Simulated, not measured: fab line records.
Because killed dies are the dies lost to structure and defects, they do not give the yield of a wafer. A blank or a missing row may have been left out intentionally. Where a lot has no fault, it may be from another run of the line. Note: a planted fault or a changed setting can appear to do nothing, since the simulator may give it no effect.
A struck lot beside a sound one | flow sky130 | 15 out of 708 route steps
Sound: the wafers L108.1, L108.4, L108.5. The struck wafers were L102.2, L102.4, L102.5. The cause comes at the end.
For every step that has rows: the tool of each side, followed by ch and its chambers, followed by its first start. Under that, the readings that differ: sound wafers | struck wafers | difference of the means | sigmas: that difference in standard deviations of wafers without a fault.
alike: readings with means less than 2 such deviations apart, plus words and numbers identical on both sides. not compared: withheld readings, readings lacking a value on some wafer, bounds such as >300 that could conceal the same value, and numbers that have no deviation in the record and whose values overlap.
The two part at a step that has a row with sigmas, a row that says differs or no value, or rows on one side only. Non-overlapping numbers with no deviation appear without sigmas and do not part them. A reading that every wafer of one side lacks parts them only if that side has two wafers or more.

first, 3 steps without rows for these wafers: SKY_RES_PROTECT_PEB_05; SKY_RES_PROTECT_DEVELOP_06 (develop time 60 s); SKY_POLY_GATE_IMPLANT_02.
SKY_RES_PROTECT_STRIP_07: strips in O2/N2.
  sound on plasma asher-04 ch 1, day 21 18:22; struck on plasma asher-04 ch 1, day 19 21:34
  alike: drypump motor current A, oes product au, strip time to endpoint s
  not compared: rf hours counter h
SKY_RES_PROTECT_TW_MEAS_08:
  struck on film metro-01, day 19 21:41; sound on film metro-04, day 21 18:28
  alike: POLY_GATE_TW
then, 2 steps without rows for these wafers: SKY_RES_PROTECT_CLEAN_09 (cleans in SC1/SC2, time 150 s); SKY_POLY_GATE_CVD_03 (deposits Si3N4 from DCS/NH3, target thk 75 nm, time 1290 s).
SKY_POLY_GATE_THK_MEAS_04:
  struck on film metro-04, day 20 00:26; sound on film metro-04, day 21 19:56
  alike: POLY_GATE_CVD_03_THK
then, 4 steps without rows for these wafers: SKY_POLY_GATE_DEHYDRATE_05 (time 60 s); SKY_POLY_GATE_HMDS_06 (prime time 60 s); SKY_POLY_GATE_COAT_07 (resist thk 110 nm); SKY_POLY_GATE_COAT_08 (resist thk 450 nm).
SKY_POLY_GATE_SOFTBAKE_09: time 90 s.
  sound on litho track-03 ch 0, day 22 11:00; struck on litho track-01 ch 0, day 20 16:00
  reading                  | sound                | struck               | difference | sigmas
  heater power total W (W) | 57.31 57.31 57.52    | 62.10 62.08 61.92    | +4.65      | +42
  run length s (s)         | 118.94 118.89 118.98 | 100.42 100.43 100.51 | -18.48     | -97
then, 1 step without rows for these wafers: SKY_POLY_GATE_EXPOSE_10 (exposes mask P1M, target cd 150 nm).
-- the record jumps here: 28 days lie between the struck wafers' starts before and after (it left off in module POLY_GATE and takes up again in module PAD_OPEN, whose first step shown is number 708 of the route) --
SKY_PAD_OPEN_PROBE_99:
  record: rows for the struck wafers here (prober-02, day 49 03:59), none for the sound ones

== WHERE THEY PART ==
Last at SKY_PAD_OPEN_PROBE_99 as far as this record goes, first at SKY_POLY_GATE_SOFTBAKE_09.

WHY: what the simulator had put in
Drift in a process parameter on litho track-01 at SKY_POLY_GATE_SOFTBAKE_09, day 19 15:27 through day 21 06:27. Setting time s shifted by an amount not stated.
